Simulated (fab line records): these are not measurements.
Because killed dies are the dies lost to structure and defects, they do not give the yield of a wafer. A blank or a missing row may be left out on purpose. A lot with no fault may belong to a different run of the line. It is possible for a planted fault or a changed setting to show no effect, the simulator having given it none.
Problem report in the 8D (eight disciplines) form, filled by code	flow gf180mcu	the parts of the form that need people (team, actions taken, sign-off) are left out

1. WHAT IS WRONG
Wafers free of any fault read 0.384 ohm/sq (standard deviation 0.0034) for CONTACT_W_RS at GF_CONTACT_RS_MEAS_25, against a mean of 0.472 ohm/sq on 2 wafers of 2 lots. Relative to the usual mean, that is a shift of +26 standard deviations.
The step: measures by four-point-probe.
First observed at day 21 16:55: wafer L710.2, on filmMetro-01. Wafers with a number at this step in the record: 36, from 12 lots. Rule for "out" (also "out of limits"): further than 4 standard deviations from the usual mean. The rest of the wafers with a number are treated as sound.

2. WHAT IT IS; WHAT IT IS NOT
question	is	is not
which readings at this step	CONTACT_W_RS	-
which lots	L710, L711	L695, L696, L698, L700, L701, L702, L703, L705, L707, L709
which wafers of those lots	L710.2, L711.5	L710.1, L710.3, L711.2, L711.4
read on which gauges	filmMetro-01	filmMetro-02, filmMetro-04
when	from day 21 16:55	up to then (32 sound wafers); but 2 sound wafers of L711 came after

3. SUSPECTS, AND WHAT RULES EACH OUT
Counting: any tool at a process step up to the reading remains a suspect provided it ran every lot that is out. Sound lots after the first of them don't rule it out here, since some wafers of a struck lot are sound.
- the gauge at GF_CONTACT_RS_MEAS_25 is ruled out. All the wafers that are out were read on filmMetro-01, but those of them that GF_CONTACT_CMP_27 has rows for are out there too, on other tools.
- pecvd-01 at GF_CONTACT_CVD_02 (deposits SiO2 from TEOS, target thk 860 nm, time 95.992 s): kept. It ran every lot that is out, first L710 (day 20 15:29); its last sound lot up to then is L709 (day 20 06:34).
- pvdSputter-04 at GF_CONTACT_SPUTTER_23 (material TiN, target thk 10 nm, time 40 s): kept. It ran every lot that is out, first L710 (day 21 16:47); its last sound lot up to then is L707 (day 20 14:02).
- cvdW-02 at GF_CONTACT_CVD_24 (deposits W, target thk 300 nm, time 90.339 s): kept. It ran every lot that is out, first L710 (day 21 16:49); its last sound lot up to then is L705 (day 19 22:22).
- pecvd-01, GF_CONTACT_CVD_02: wafers that are out in chamber 0, sound lot-mates in chambers 1, 2.
- Within cvdW-02 at GF_CONTACT_CVD_24: the wafers that are out ran in chamber 0; their sound lot-mates ran in chamber 1.
Still standing after the count: pecvd-01 at GF_CONTACT_CVD_02, pvdSputter-04 at GF_CONTACT_SPUTTER_23, cvdW-02 at GF_CONTACT_CVD_24.

4. THE CAUSE (what the simulator had put in)
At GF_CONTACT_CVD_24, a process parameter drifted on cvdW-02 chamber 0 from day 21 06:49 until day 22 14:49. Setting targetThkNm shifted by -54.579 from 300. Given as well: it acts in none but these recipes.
Of the 3 suspects that counting leaves, this tool is one.

5. THE EFFECT CHAIN, in route order
One row per reading whose mean, taken over the struck wafers that have a number, lies over 3 standard deviations from the usual. Only readings for which the record gives a usual standard deviation are gone through. hours: the time from each lot's start at the first step in this table that gives one to its start at this step, as a median over the lots. sigmas: the change in usual standard deviations.
hours	step	reading	usual	on struck wafers	change	sigmas
0	GF_CONTACT_RS_MEAS_25	CONTACT_W_RS	0.384 ohm/sq	0.472	+0.088	+26
0	GF_CONTACT_THK_MEAS_26	CONTACT_W_THK	304 nm	252	-52	-12
0	GF_CONTACT_CMP_27	timeToEndpointS	72.1 s	58.2	-13.9	-6.1
Here are the process steps it includes:
- GF_CONTACT_CMP_27: polishes, stops on SiO2, t overpolish 15 s, target thk 0 nm.

6. WHAT WOULD HAVE CAUGHT IT SOONER
In this record the first reading out of limits at a measuring or inspecting step was taken at day 21 16:55, 10 hours after the fault began at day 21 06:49.
No tool reading at GF_CONTACT_CVD_24 that has a usual standard deviation in the record was out on any struck wafer, so an alarm limit of 4 standard deviations on those readings would not have fired.
Among the 2 lots that are out, L711 began GF_CONTACT_CVD_24 on cvdW-02 after day 21 16:55. It would have been spared by a hold on the tool at that moment.
